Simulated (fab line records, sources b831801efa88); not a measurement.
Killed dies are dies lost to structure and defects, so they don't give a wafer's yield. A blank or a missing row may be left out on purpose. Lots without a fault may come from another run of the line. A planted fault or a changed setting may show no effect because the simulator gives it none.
One fault seen from 2 desks | flow gf180mcu | each desk has only its own numbers; what lay behind them comes last

THE METROLOGY DESK
What the gauges read, lot by lot, whatever tool the lot ran on: means of the sampled wafers that have a number. A lot is out of limits, marked OUT, if its mean lies more than 4 standard deviations from the usual mean; the brackets give that distance.
Columns: A = V4_CVD_00_THK at GF_V4_THK_MEAS_01, usual 602 nm
lot  | first seen here | A
L775 | day 23 15:08    | 597
L776 | day 23 22:46    | 594
L780 | day 25 11:13    | 604
L781 | day 25 17:43    | 605
L782 | day 26 08:24    | 600
L783 | day 26 15:25    | 609
L784 | day 27 00:54    | 600
L785 | day 27 04:16    | 610
L786 | day 27 14:20    | 600
L794 | day 29 20:40    | 609
L795 | day 29 23:55    | 599
L796 | day 30 09:27    | 604
L797 | day 30 14:22    | 604
L798 | day 30 20:29    | 604
This desk's finding: nothing out of limits on any of the 14 lots.

THE TOOL OWNER'S DESK: cmp-02
The tool's own readings at GF_V4_CMP_04 (polishes SiO2): means of the sampled wafers that have a number, for each lot that ran on this tool. A lot is out of limits, marked OUT, if its mean lies more than 4 standard deviations from the usual mean; the brackets give that distance.
Columns: A = motor_current_A at GF_V4_CMP_04, usual 11.9 A; B = time_to_endpoint_s at GF_V4_CMP_04, usual 83 s
lot  | first seen here | A    | B
L781 | day 25 17:57    | 11.2 | 87
L783 | day 26 15:36    | 11.2 | 85
L784 | day 27 01:11    | 11.4 | 22 (-12) OUT
L785 | day 27 04:26    | 10.8 | 19 (-13) OUT
L794 | day 29 20:55    | 11.7 | 87
L797 | day 30 15:14    | 12.1 | 92
This desk's finding: out of limits on L784, L785; first on L784, day 27 01:11 (time_to_endpoint_s at GF_V4_CMP_04). In limits: L781, L783, L794, L797.

PUT TOGETHER
The tool owner's desk could have raised an alarm at day 27 01:11, on L784, L785.
The metrology desk saw nothing out of limits.
The metrology desk has L784, L785 on record, within its limits.
Of the lots named, all ran GF_V4_CMP_04 on cmp-02.

WHAT THE SIMULATOR HAD PUT IN
Process parameter drift: cmp-02, from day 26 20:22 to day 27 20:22, at GF_V4_CMP_04. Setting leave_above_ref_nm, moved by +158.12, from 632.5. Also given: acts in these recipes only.
Lots struck among those shown: L784, L785.
Hours from the fault's start to each desk's first reading out of limits: the tool owner's desk, 5.
